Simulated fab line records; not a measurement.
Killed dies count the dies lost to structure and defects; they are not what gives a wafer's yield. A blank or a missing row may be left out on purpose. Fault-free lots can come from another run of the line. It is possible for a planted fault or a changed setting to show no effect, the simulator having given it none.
Code-filled problem report in 8D (eight disciplines) form ; flow gf180mcu ; the parts of the form that need people (team, actions taken, sign-off) are left out

## 1. WHAT WENT WRONG
Mean MIM_ALCU_RS at GF_MIM_RS_MEAS_10: 0.4356 ohm/sq over 6 wafers in 2 lots; fault-free wafers: 0.1597 ohm/sq, standard deviation 0.0018. So: +99 or more standard deviations from the usual mean.
The step: measures by four-point-probe.
First seen on wafer L904.3, day 27 17:48, on film_metro-01. The record holds 30 wafers of 10 lots with a number at this step. Rule for "out", or "out of limits": more than 4 standard deviations from the usual mean. Any other wafer with a number is counted as sound.

## 2. WHAT IT IS; WHAT IT IS NOT
question;is;is not
which readings at this step;MIM_ALCU_RS;-
which lots;L904, L905;L893, L894, L896, L897, L902, L911, L915, L916
which wafers of those lots;all that have a number;-
read on which gauges;film_metro-01, film_metro-03;film_metro-04
when;from day 27 17:48;"up to then (15 sound wafers); but 9 sound wafers of L911, L915, L916 came after"

## 3. THE SUSPECTS, EACH WITH WHAT RULES IT OUT
Counting: a tool at any process step up to the reading remains a suspect when it ran all the lots that are out and ran no sound lot after the first of those.
- the gauge at GF_MIM_RS_MEAS_10: ruled out. The wafers that are out were read on 2 gauges (film_metro-01, film_metro-03).
- pvd_sputter-04 at GF_MIM_SPUTTER_04 (material TiN, target thk 50 nm, time 41.7 s): ruled out as a lasting fault. Sound lots L911 ran on it after its first lot that is out, L904 (day 27 17:31).
- pvd_sputter-03 at GF_MIM_SPUTTER_07 (material TiN, target thk 60 nm, time 50 s): kept. It ran every lot that is out, first L904 (day 27 17:40), and no sound lot after that; its last sound lot up to then is L902 (day 27 09:17).
- pvd_sputter-03 at GF_MIM_SPUTTER_08 (material AlCu, target thk 200 nm, time 10.6 s): kept. It ran every lot that is out, first L904 (day 27 17:42), and no sound lot after that; its last sound lot up to then is L902 (day 27 09:20).
What counting leaves: pvd_sputter-03 at GF_MIM_SPUTTER_07 and pvd_sputter-03 at GF_MIM_SPUTTER_08.

## 4. THE CAUSE (what the simulator had put in)
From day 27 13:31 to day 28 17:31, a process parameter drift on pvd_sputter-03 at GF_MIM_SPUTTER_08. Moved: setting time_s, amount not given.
After counting, 2 suspects remain, this tool included.

## 5. THE CHAIN OF EFFECTS, in route order
Rows list readings where the struck wafers' mean (over those with a number) sits beyond 3 standard deviations from the usual. Only readings for which the record gives a usual standard deviation are gone through. hours: the time from each lot's start at the first step in this table that gives one to its start at this step, as a median over the lots. sigmas: the change in usual standard deviations.
hours;step;reading;usual;on struck wafers;change;sigmas
0;GF_MIM_RS_MEAS_10;MIM_ALCU_RS;0.1597 ohm/sq;0.4356;+0.2759;+99 or more
0;GF_MIM_THK_MEAS_11;MIM_ALCU_THK;202.3 nm;79.1;-123.2;-44
20;GF_MIM_METAL_ETCH_19;oes_product_au;0.943 a.u.;0.706;-0.237;-34
20;GF_MIM_METAL_ETCH_19;throttle_valve_pct;28.281 %;28.539;+0.258;+26
Its process steps:
- GF_MIM_METAL_ETCH_19: etches the open film in Cl2/BCl3, stops on Si3N4, target depth 324.5 nm, time 54.1 s.

## 6. WHAT WOULD HAVE CAUGHT IT SOONER
4 hours passed between the start of the fault at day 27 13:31 and the first reading out of limits at a measuring or inspecting step in this record, taken at day 27 17:48.
An alarm limit of 4 standard deviations would not have fired on the tool readings at GF_MIM_SPUTTER_08 for which the record gives a usual standard deviation, since none of them was out on any struck wafer.
Among the 2 lots that are out, L905 began GF_MIM_SPUTTER_08 on pvd_sputter-03 after day 27 17:48. A tool hold placed at that time would have kept it from harm.
